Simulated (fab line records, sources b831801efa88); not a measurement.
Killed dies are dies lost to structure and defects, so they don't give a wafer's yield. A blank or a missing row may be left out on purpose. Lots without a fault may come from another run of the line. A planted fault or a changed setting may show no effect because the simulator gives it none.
A struck lot beside a sound one | flow sky130 | 15 steps out of a route of 708
Sound: wafers L476.1, L476.4, L476.6. Struck: wafers L487.2, L487.3, L487.5. The cause comes at the end.
At each step with rows: each side's tool, then ch and its chambers, then its first start. Under that, the readings that differ: sound wafers | struck wafers | difference of the means | sigmas: that difference in standard deviations of wafers without a fault.
alike: readings whose means differ by less than 2 such deviations, and words and numbers that are the same on both sides. not compared: withheld readings, readings that some wafer has no value for, bounds like >300 that may hide the same value, and numbers for which the record gives no deviation and whose values overlap.
The two part at a step that has a row with sigmas, a row that says differs or no value, or rows on one side only. Numbers that don't overlap but have no deviation are shown without sigmas and don't part them. A reading that every wafer of one side lacks parts them only if that side has two wafers or more.

first, 1 step without rows for these wafers: SKY_VIA3_ETCH_14 (etches BARC in N2/H2, stops on SiO2, time 45.9 s, target depth 60 nm).
SKY_VIA3_ETCH_15: etches SiO2 in C4F8/O2/Ar, stops on TiN, target depth 507 nm, time 78 s.
  sound on rie_diel-03 ch 0,1,3, day 40 20:08; struck on rie_diel-04 ch 1,2, day 44 13:14
  alike: bias_w, oes_product_au, rf_fwd_power_W
SKY_VIA3_STRIP_16: strips in O2/N2.
  sound on plasma_asher-04 ch 0,1, day 40 20:11; struck on plasma_asher-01 ch 1, day 44 13:17
  reading                     | sound       | struck      | difference | sigmas
  drypump_motor_current_A (A) | 6.1 6.1 6.1 | 5.0 5.0 5.0 | -1.1       | -2
  alike: oes_product_au, strip_time_to_endpoint_s
  not compared: rf_hours_counter_h
then, 3 steps without rows for these wafers: SKY_VIA3_STRIP_17 (strips in post etch residue remover, time 1200 s); SKY_VIA3_CLEAN_18 (cleans in IPA, time 180 s); SKY_VIA3_CLEAN_19 (cleans in O3/DIW).
SKY_VIA3_SPUTTER_20: material TiN, target thk 20 nm, time 80 s.
  sound on pvd_sputter-02, day 40 20:49; struck on pvd_sputter-01, day 44 13:53
  alike: throttle_valve_pct
SKY_VIA3_CVD_21: deposits W, target thk 390 nm, time 117.31 s.
  sound on cvd_w-01 ch 0,1, day 40 20:53; struck on cvd_w-01 ch 0, day 44 13:57
  alike: heater_power_w
SKY_VIA3_RS_MEAS_22: measures by four-point-probe.
  sound on film_metro-02, day 40 21:01; struck on film_metro-01, day 44 14:05
  alike: VIA3_W_RS
SKY_VIA3_THK_MEAS_23: measures by xrf.
  sound on film_metro-02, day 40 21:08; struck on film_metro-01, day 44 14:12
  alike: VIA3_W_THK
SKY_VIA3_CMP_24: polishes, stops on SiO2, t overpolish 20 s, target thk 0 nm.
  sound on cmp-02 ch 0,1,2, day 40 21:17; struck on cmp-02 ch 0,1,3, day 44 14:21
  alike: motor_current_A, overpolish_run_s, platen_rpm, retaining_ring_pressure_frac, time_to_endpoint_s
then, 1 step without rows for these wafers: SKY_METAL4_SPUTTER_00 (material Ti, target thk 15 nm, time 10 s).
SKY_METAL4_SPUTTER_01: material TiN, target thk 20 nm, time 16.7 s.
  sound on pvd_sputter-01, day 40 21:31; struck on pvd_sputter-04, day 44 14:34
  reading                                    | sound             | struck            | difference | sigmas
  model.TiN_of_METAL4_SPUTTER_01.thk_nm (nm) | 19.69 20.03 19.86 | 17.73 17.69 17.72 | -2.15      |
  alike: throttle_valve_pct
then, 1 step without rows for these wafers: SKY_METAL4_SPUTTER_02 (material AlCu, target thk 735 nm, time 39.1 s).
-- the record jumps here: 5 days lie between the struck wafers' starts before and after (it left off in module METAL4 and takes up again in module PAD_OPEN, whose first step shown is number 708 of the route) --
SKY_PAD_OPEN_PROBE_99:
  the record has rows for the struck wafers here (prober-01, day 49 20:38) and none for the sound ones

WHERE THEY PART
First at SKY_VIA3_STRIP_16; last, within this record, at SKY_PAD_OPEN_PROBE_99.

WHY: what the simulator had put in
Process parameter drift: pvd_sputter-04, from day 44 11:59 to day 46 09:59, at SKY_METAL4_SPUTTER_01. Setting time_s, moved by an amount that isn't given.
